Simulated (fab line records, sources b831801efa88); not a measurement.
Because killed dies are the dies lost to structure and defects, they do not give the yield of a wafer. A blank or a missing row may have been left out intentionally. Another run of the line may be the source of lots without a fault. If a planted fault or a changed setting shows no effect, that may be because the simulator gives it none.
Which tool did it? ; flow gf180mcu ; 11 lots with 33 wafers sampled at 3 steps, on a route of 602 steps

WHAT EACH GAUGE READ, for each wafer
GF_V2_RS_MEAS_24: measurement is done with a four-point probe.
lot;measured;on;V2_W_RS (ohm/sq)
L517;day 20 19:21;filmMetro-02;0.323 0.321 0.319
L519;day 21 13:45;filmMetro-01;0.326 0.331 0.332
L520;day 22 00:17;filmMetro-01;0.322 0.324 0.320
L522;day 22 17:42;filmMetro-01;0.330 0.319 0.326
L523;day 23 05:36;filmMetro-02;0.329 0.320 0.317
L530;day 25 17:08;filmMetro-02;0.394 0.394 0.389
L531;day 25 20:53;filmMetro-01;0.327 0.334 0.328
L532;day 26 04:44;filmMetro-01;0.386 0.383 0.393
L535;day 27 03:02;filmMetro-01;0.333 0.327 0.334
L537;day 27 14:33;filmMetro-02;0.323 0.332 0.330
L539;day 28 12:20;filmMetro-02;0.324 0.330 0.330

TOOL THAT RAN EACH LOT (tool first, then ch and the chambers of the sampled wafers, then the start)
lot;GF_V1_CMP_26;GF_V2_CVD_23
L517;cmp-01 ch 1,3, day 18 15:15;cvdW-02 ch 0, day 20 19:09
L519;cmp-01 ch 1,2,3, day 19 09:14;cvdW-01 ch 0,1, day 21 13:38
L520;cmp-02 ch 0,1, day 19 20:36;cvdW-02 ch 1, day 22 00:10
L522;cmp-02 ch 2,3, day 20 13:50;cvdW-02 ch 0,1, day 22 17:35
L523;cmp-01 ch 0,1,3, day 21 02:10;cvdW-02 ch 0,1, day 23 05:29
L530;cmp-02 ch 0,1,3, day 23 17:33;cvdW-02 ch 0,1, day 25 17:01
L531;cmp-01 ch 0,3, day 23 22:26;cvdW-01 ch 0,1, day 25 20:44
L532;cmp-01 ch 0,1, day 24 07:42;cvdW-02 ch 0,1, day 26 04:36
L535;cmp-01 ch 0,2,3, day 25 06:15;cvdW-01 ch 0,1, day 27 02:55
L537;cmp-02 ch 0,2,3, day 25 18:03;cvdW-01 ch 0,1, day 27 14:26
L539;cmp-01 ch 0,1,3, day 26 13:48;cvdW-01 ch 0,1, day 28 12:10
- GF_V1_CMP_26: polishes, stops on SiO2, t overpolish 15 s, target thk 0 nm.
- GF_V2_CVD_23: deposits W, target thk 350 nm, time 104.94 s.

THE ANSWER, worked out from the rows above alone
Rule: the usual values come from the lots themselves. The widest of any qualifying gaps counts: lots, ordered by their means at a reading, are off when they make up no more than a third of the lots, leave a main group of 4 or more, and stand apart from it by 3 or more times the standard deviation of that group's means. Not used: any main group whose means are identical at the precision the tables above print for the reading. Also off: a lot with no number at a reading for which 4 or more lots have one. The other lots that the step has rows for count as sound.
Off: L530, L532, at GF_V2_RS_MEAS_24 (V2_W_RS). For the main group the mean is 0.326 ohm/sq and the standard deviation 0.0037.
If a tool, at a process step before that reading, ran all the lots that are off and no sound lot after the first of them, it fits. The gauges at GF_V2_RS_MEAS_24 are tried like those tools. One fits: cvdW-02 at GF_V2_CVD_23. Its last sound lot is L523 (day 23 05:29), its first lot that is off L530 (day 25 17:01): a fault that began between those two fits.

WHAT THE SIMULATOR PUT IN
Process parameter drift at GF_V2_CVD_23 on cvdW-02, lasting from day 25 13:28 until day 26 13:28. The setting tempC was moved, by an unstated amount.
Struck lots among those shown: L530, L532. This agrees with what the rule above found.
